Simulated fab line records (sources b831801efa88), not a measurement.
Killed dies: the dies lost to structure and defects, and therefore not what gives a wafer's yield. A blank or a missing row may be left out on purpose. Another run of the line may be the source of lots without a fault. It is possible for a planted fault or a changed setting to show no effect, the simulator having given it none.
fab line records	flow gf180mcu
record: lots: 11	wafers: 33	last_day: 34
route steps=602 shown M1@316 V1@350
lots with no fault: from the same line, run without faults
start_h: hours from the record's first day to the start of the lot's first wafer shown	wait_h: hours elapsed since this lot's preceding step	" as in the row above	L1.1+2: several wafers, shown together as one row	- value missing, or start not given	* or withheld: withheld	< > ~ a bound
route shown NAME@n: NAME is a module with steps in the file, n the number in the route of the first one	usual: the fault-free wafers' mean and standard deviation	same: alike in all rows	chamber/n: place in a boat	sites: readings site by site	_std_site: their standard deviation	_edge_site: inner sites' mean taken away from outer sites' mean	radius_mm: for every site, how far away it sits from the centre of the wafer	mask NAME#n: copy n	behind: the last tool/chamber to shape the wafer	hold: why the lot was held/for how many hours/how that ended	device: the transistor (n, p or np) that didn't switch	end of line: tests of these same wafers at the route's end	for a step that has no rows: nothing shown but its recipe	killed: dies lost to structure and defects at the first sort, not the wafer's yield	map: a wafer's dies, x killed, . not, _ none there
set.NAME: setting as actually run; set.NAME@STEP: the setting as run at that earlier step	model.NAME: the simulator's own value behind a step, which no gauge read
steps of the route over a sample of lots; a table a step, a row a wafer
services: a tool's chamber out of use, with start hour (start_h, from the record's first day; less than 0 if before it), hours out, and reason
== steps ==
step: GF_M1_SPUTTER_01
recipe: material: TiN	target_thk_nm: 30	power_w: 6500	time_s: 25	chamber_pressure_pa: 0.4
usual: throttle_valve_pct: 30.3/0.86
lot.wafer	tool	chamber	start_h	wait_h	throttle_valve_pct
L303.4	pvd_sputter-01	-	361.15	0.1	30.7
L303.5	"	-	"	"	30.6
L303.6	"	-	"	"	31.1
L304.2	pvd_sputter-03	-	371.84	0.1	29.7
L304.4	"	-	"	"	31.2
L304.6	"	-	"	"	30.2
L306.2	pvd_sputter-02	-	379.85	0.1	31.5
L306.5	"	-	"	"	30.0
L306.6	"	-	"	"	27.8
L308.1	pvd_sputter-02	-	403.38	0.1	30.1
L308.3	"	-	"	"	30.9
L308.6	"	-	"	"	28.4
L309.1	pvd_sputter-01	-	413.92	0.1	28.5
L309.5	"	-	"	"	30.4
L309.6	"	-	"	"	29.0
L312.3	pvd_sputter-03	-	442.83	0.1	30.5
L312.4	"	-	"	"	30.0
L312.5	"	-	"	"	31.0
L314.1	pvd_sputter-01	-	469.59	0.1	30.1
L314.5	"	-	"	"	31.0
L314.6	"	-	"	"	30.3
L318.2	pvd_sputter-02	-	500.16	0.1	28.2
L318.3	"	-	"	"	31.5
L318.6	"	-	"	"	30.3
L321.1	pvd_sputter-01	-	522.29	0.1	31.1
L321.2	"	-	"	"	30.9
L321.3	"	-	"	"	28.9
L325.1	pvd_sputter-02	-	548.92	0.1	31.5
L325.4	"	-	"	"	28.2
L325.6	"	-	"	"	28.2
L326.4	pvd_sputter-03	-	557.34	0.1	31.2
L326.5	"	-	"	"	31.1
L326.6	"	-	"	"	30.0
step: GF_M1_SPUTTER_02
recipe: material: AlCu	target_thk_nm: 450	power_w: 10600	time_s: 23.9	chamber_pressure_pa: 0.4
usual: throttle_valve_pct: 30.3/0.84
lot.wafer	tool	chamber	start_h	wait_h	throttle_valve_pct
L303.4	pvd_sputter-01	-	361.18	0.0	31.1
L303.5	"	-	"	"	31.3
L303.6	"	-	"	"	30.8
L304.2	pvd_sputter-03	-	371.87	0.0	29.9
L304.4	"	-	"	"	31.2
L304.6	"	-	"	"	29.9
L306.2	pvd_sputter-02	-	379.88	0.0	31.2
L306.5	"	-	"	"	30.2
L306.6	"	-	"	"	28.4
L308.1	pvd_sputter-02	-	403.42	0.0	29.8
L308.3	"	-	"	"	30.9
L308.6	"	-	"	"	28.4
L309.1	pvd_sputter-01	-	413.95	0.0	28.9
L309.5	"	-	"	"	30.4
L309.6	"	-	"	"	28.8
L312.3	pvd_sputter-03	-	442.86	0.0	30.1
L312.4	"	-	"	"	30.1
L312.5	"	-	"	"	30.8
L314.1	pvd_sputter-01	-	469.62	0.0	30.6
L314.5	"	-	"	"	30.8
L314.6	"	-	"	"	30.4
L318.2	pvd_sputter-02	-	500.19	0.0	28.3
L318.3	"	-	"	"	31.8
L318.6	"	-	"	"	30.1
L321.1	pvd_sputter-01	-	522.32	0.0	31.0
L321.2	"	-	"	"	30.8
L321.3	"	-	"	"	28.9
L325.1	pvd_sputter-02	-	548.95	0.0	31.8
L325.4	"	-	"	"	28.1
L325.6	"	-	"	"	28.2
L326.4	pvd_sputter-03	-	557.37	0.0	30.9
L326.5	"	-	"	"	31.2
L326.6	"	-	"	"	30.1
step: GF_M1_RS_MEAS_05
recipe: thk_meas_gauge: four-point-probe	reads: TiN_of_M1_SPUTTER_04+Ti_of_M1_SPUTTER_03+AlCu_of_M1_SPUTTER_02+TiN_of_M1_SPUTTER_01+Ti_of_M1_SPUTTER_00
usual: M1_ALCU_RS: 0.0696/0.0008
lot.wafer	tool	chamber	start_h	wait_h	M1_ALCU_RS[ohm/sq]
L303.4	film_metro-01	-	361.33	0.1	0.0695
L303.5	"	-	"	"	0.0695
L303.6	"	-	"	"	0.0695
L304.2	film_metro-01	-	371.98	0.0	0.0695
L304.4	"	-	"	"	0.0698
L304.6	"	-	"	"	0.0696
L306.2	film_metro-03	-	379.99	0.0	0.0701
L306.5	"	-	"	"	0.0697
L306.6	"	-	"	"	0.0703
L308.1	film_metro-03	-	403.51	0.0	0.0693
L308.3	"	-	"	"	0.0694
L308.6	"	-	"	"	0.0695
L309.1	film_metro-01	-	414.04	0.0	0.0690
L309.5	"	-	"	"	0.0686
L309.6	"	-	"	"	0.0697
L312.3	film_metro-01	-	442.99	0.1	0.0686
L312.4	"	-	"	"	0.0693
L312.5	"	-	"	"	0.0692
L314.1	film_metro-02	-	469.71	0.0	0.0698
L314.5	"	-	"	"	0.0696
L314.6	"	-	"	"	0.0695
L318.2	film_metro-01	-	500.30	0.0	0.0699
L318.3	"	-	"	"	0.0702
L318.6	"	-	"	"	0.0700
L321.1	film_metro-01	-	522.41	0.0	0.0703
L321.2	"	-	"	"	0.0752
L321.3	"	-	"	"	0.0695
L325.1	film_metro-01	-	549.04	0.0	0.0709
L325.4	"	-	"	"	0.0706
L325.6	"	-	"	"	0.0709
L326.4	film_metro-02	-	557.52	0.1	0.0710
L326.5	"	-	"	"	0.0711
L326.6	"	-	"	"	0.0715
step: GF_M1_THK_MEAS_06
recipe: thk_meas_gauge: xrf	reads: AlCu_of_M1_SPUTTER_02
usual: M1_ALCU_THK: 450/5.3
lot.wafer	tool	chamber	start_h	wait_h	M1_ALCU_THK[nm]
L303.4	film_metro-01	-	361.42	0.1	446
L303.5	"	-	"	"	447
L303.6	"	-	"	"	446
L304.2	film_metro-01	-	372.09	0.1	450
L304.4	"	-	"	"	449
L304.6	"	-	"	"	450
L306.2	film_metro-03	-	380.10	0.1	452
L306.5	"	-	"	"	453
L306.6	"	-	"	"	449
L308.1	film_metro-03	-	403.63	0.1	455
L308.3	"	-	"	"	454
L308.6	"	-	"	"	455
L309.1	film_metro-01	-	414.16	0.1	449
L309.5	"	-	"	"	455
L309.6	"	-	"	"	450
L312.3	film_metro-01	-	443.09	0.1	456
L312.4	"	-	"	"	454
L312.5	"	-	"	"	451
L314.1	film_metro-02	-	469.83	0.1	448
L314.5	"	-	"	"	449
L314.6	"	-	"	"	451
L318.2	film_metro-01	-	500.41	0.1	447
L318.3	"	-	"	"	444
L318.6	"	-	"	"	445
L321.1	film_metro-01	-	522.53	0.1	443
L321.2	"	-	"	"	418
L321.3	"	-	"	"	447
L325.1	film_metro-01	-	549.16	0.1	436
L325.4	"	-	"	"	443
L325.6	"	-	"	"	440
L326.4	film_metro-02	-	557.61	0.1	445
L326.5	"	-	"	"	445
L326.6	"	-	"	"	442
step: GF_M1_METAL_ETCH_16
recipe: chemistry: Cl2/BCl3	mask_material: KrF	target_depth_nm: 627.5	stop_on: SiO2	pressure_mtorr: 8	icp_w: 800	bias_w: 140	Cl2_flow_sccm: 80	bcl3_flow_sccm: 40	time_s: 104.6
usual: bias_w: 139.9/0.41	drypump_motor_current_A: 5.58/0.2	oes_product_au: 0.971/0.0068	throttle_valve_pct: 28.249/0.011
lot.wafer	tool	chamber	start_h	wait_h	bias_w	drypump_motor_current_A	oes_product_au	rf_hours_counter_h	throttle_valve_pct
L303.4	rie_metal-01	1	383.47	0.0	140.4	5.22	0.977	-	28.248
L303.5	"	1	"	"	140.3	5.24	0.957	-	28.270
L303.6	"	0	"	"	140.2	5.99	0.969	-	28.250
L304.2	rie_metal-02	0	394.58	0.0	140.0	5.49	0.969	2	28.252
L304.4	"	0	"	"	139.4	5.50	0.965	-	28.251
L304.6	"	1	"	"	139.5	5.69	0.973	-	28.255
L306.2	rie_metal-02	0	402.62	0.0	140.0	5.49	0.970	2	28.257
L306.5	"	1	"	"	140.7	5.73	0.966	-	28.249
L306.6	"	0	"	"	140.1	5.47	0.964	-	28.258
L308.1	rie_metal-03	0	427.32	0.0	140.5	5.61	0.974	5	28.240
L308.3	"	0	"	"	140.6	5.60	0.973	-	28.254
L308.6	"	0	"	"	139.9	5.59	0.972	-	28.251
L309.1	rie_metal-03	0	437.67	0.0	139.8	5.58	0.979	6	28.247
L309.5	"	0	"	"	139.8	5.57	0.981	-	28.251
L309.6	"	0	"	"	139.9	5.57	0.971	-	28.242
L312.3	rie_metal-01	0	466.98	0.1	139.6	5.99	0.971	-	28.252
L312.4	"	1	"	"	140.0	5.25	0.977	-	28.245
L312.5	"	1	"	"	140.2	5.24	0.975	-	28.258
L314.1	rie_metal-03	1	493.59	0.0	139.8	5.44	0.969	1	28.246
L314.5	"	0	"	"	140.3	5.60	0.975	-	28.241
L314.6	"	1	"	"	140.2	5.46	0.970	-	28.252
L318.2	rie_metal-02	1	524.04	0.0	140.7	5.69	0.972	2	28.253
L318.3	"	1	"	"	140.7	5.71	0.960	-	28.263
L318.6	"	0	"	"	140.0	5.52	0.966	-	28.262
L321.1	rie_metal-03	1	545.67	0.0	139.4	5.47	0.978	2	28.270
L321.2	"	0	"	"	140.1	5.58	0.943	8	28.283
L321.3	"	0	"	"	139.7	5.58	0.971	-	28.245
L325.1	rie_metal-01	0	571.93	0.0	139.5	5.99	0.961	0	28.242
L325.4	"	1	"	"	139.7	5.23	0.976	-	28.267
L325.6	"	1	"	"	140.1	5.25	0.965	-	28.267
L326.4	rie_metal-02	0	579.47	0.0	139.8	5.49	0.974	-	28.259
L326.5	"	1	"	"	139.3	5.67	0.970	-	28.254
L326.6	"	0	"	"	139.8	5.47	0.971	-	28.240
step: GF_V1_OVL_MEAS_15
usual: V1_OVL: -1/5.3
lot.wafer	tool	chamber	start_h	wait_h	V1_OVL[nm]
L303.4	overlay-01	-	408.16	0.1	-8
L303.5	"	-	"	"	-2
L303.6	"	-	"	"	-1
L304.2	overlay-02	-	419.56	0.1	0
L304.4	"	-	"	"	5
L304.6	"	-	"	"	5
L306.2	overlay-02	-	427.66	0.1	-6
L306.5	"	-	"	"	-4
L306.6	"	-	"	"	-3
L308.1	overlay-02	-	453.51	0.1	4
L308.3	"	-	"	"	4
L308.6	"	-	"	"	2
L309.1	overlay-01	-	463.16	0.1	-5
L309.5	"	-	"	"	-7
L309.6	"	-	"	"	-1
L312.3	overlay-02	-	492.03	0.1	-1
L312.4	"	-	"	"	5
L312.5	"	-	"	"	4
L314.1	overlay-01	-	518.99	0.1	-3
L314.5	"	-	"	"	0
L314.6	"	-	"	"	-8
L318.2	overlay-01	-	547.80	0.1	10
L318.3	"	-	"	"	2
L318.6	"	-	"	"	-1
L321.1	overlay-02	-	569.45	0.1	-3
L321.2	"	-	"	"	-9
L321.3	"	-	"	"	0
L325.1	overlay-01	-	594.16	0.1	-1
L325.4	"	-	"	"	-12
L325.6	"	-	"	"	-9
L326.4	overlay-02	-	602.22	0.1	-1
L326.5	"	-	"	"	-2
L326.6	"	-	"	"	-2
step: GF_V1_THK_MEAS_25
recipe: thk_meas_gauge: xrf	reads: W_of_V1_CVD_23
usual: V1_W_THK: 348/5
lot.wafer	tool	chamber	start_h	wait_h	V1_W_THK[nm]
L303.4	film_metro-01	-	409.24	0.1	349
L303.5	"	-	"	"	350
L303.6	"	-	"	"	355
L304.2	film_metro-04	-	420.66	0.1	352
L304.4	"	-	"	"	360
L304.6	"	-	"	"	352
L306.2	film_metro-01	-	428.73	0.1	347
L306.5	"	-	"	"	351
L306.6	"	-	"	"	349
L308.1	film_metro-02	-	454.54	0.1	351
L308.3	"	-	"	"	359
L308.6	"	-	"	"	354
L309.1	film_metro-01	-	464.22	0.1	341
L309.5	"	-	"	"	337
L309.6	"	-	"	"	343
L312.3	film_metro-04	-	493.21	0.1	342
L312.4	"	-	"	"	343
L312.5	"	-	"	"	342
L314.1	film_metro-02	-	520.02	0.1	352
L314.5	"	-	"	"	357
L314.6	"	-	"	"	354
L318.2	film_metro-01	-	548.90	0.1	347
L318.3	"	-	"	"	345
L318.6	"	-	"	"	348
L321.1	film_metro-01	-	570.52	0.1	349
L321.2	"	-	"	"	350
L321.3	"	-	"	"	347
L325.1	film_metro-02	-	595.26	0.1	349
L325.4	"	-	"	"	355
L325.6	"	-	"	"	350
L326.4	film_metro-04	-	603.26	0.1	344
L326.5	"	-	"	"	350
L326.6	"	-	"	"	344
== services ==
tool	chamber	start_h	hours	kind
rie_metal-01	1	359.28	2.9	repair
pvd_sputter-02	-	385.87	2.0	repair
pvd_sputter-03	-	391.29	5.1	repair
pvd_sputter-01	3	395.22	-	consumable_replace:kit
pvd_sputter-01	3	395.22	18.0	scheduled_down
pvd_sputter-01	3	395.22	18.0	vent_cycle
pvd_sputter-03	2	396.76	-	consumable_replace:kit
pvd_sputter-03	2	396.76	18.0	scheduled_down
pvd_sputter-03	2	396.76	18.0	vent_cycle
rie_metal-03	1	415.59	-	clean
rie_metal-03	1	415.59	24.6	scheduled_down
rie_metal-03	1	415.59	24.6	vent_cycle
rie_metal-02	1	425.34	-	clean
rie_metal-02	1	425.34	15.3	scheduled_down
rie_metal-02	1	425.34	15.3	vent_cycle
pvd_sputter-03	-	435.72	1.6	repair
pvd_sputter-02	2	439.06	-	consumable_replace:kit
pvd_sputter-02	2	439.06	18.0	scheduled_down
pvd_sputter-02	2	439.06	18.0	vent_cycle
pvd_sputter-01	-	490.23	2.8	repair
pvd_sputter-01	-	537.96	0.8	repair
rie_metal-01	0	540.97	-	clean
rie_metal-01	0	540.97	21.9	scheduled_down
rie_metal-01	0	540.97	21.9	vent_cycle
== key ==
first_sign: step: GF_M1_RS_MEAS_05	reading: M1_ALCU_RS	direction: up	sigmas: 7	usual: 0.0696	struck: 0.0752
effect: step: GF_M1_THK_MEAS_06	reading: M1_ALCU_THK	direction: down	sigmas: 6.1	usual: 450	struck: 418
effect: step: GF_M1_METAL_ETCH_16	reading: oes_product_au	direction: down	sigmas: 4.2	usual: 0.971	struck: 0.943
met_at GF_M1_SPUTTER_02
struck_lots L321
struck_wafers L321.2
not_acting_at GF_M1_SPUTTER_01,GF_V1_OVL_MEAS_15,GF_V1_THK_MEAS_25
onset_between 469.62 522.32
fault: kind: process_parameter_drift	tool: pvd_sputter-01	chamber: -	onset_h: 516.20	steps: GF_M1_SPUTTER_02	channel: target_thk_nm	offset: -36.832	shape: step	end_h: 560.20	acts_in: these_recipes_only	stated: 450	scope: struck_wafers_only
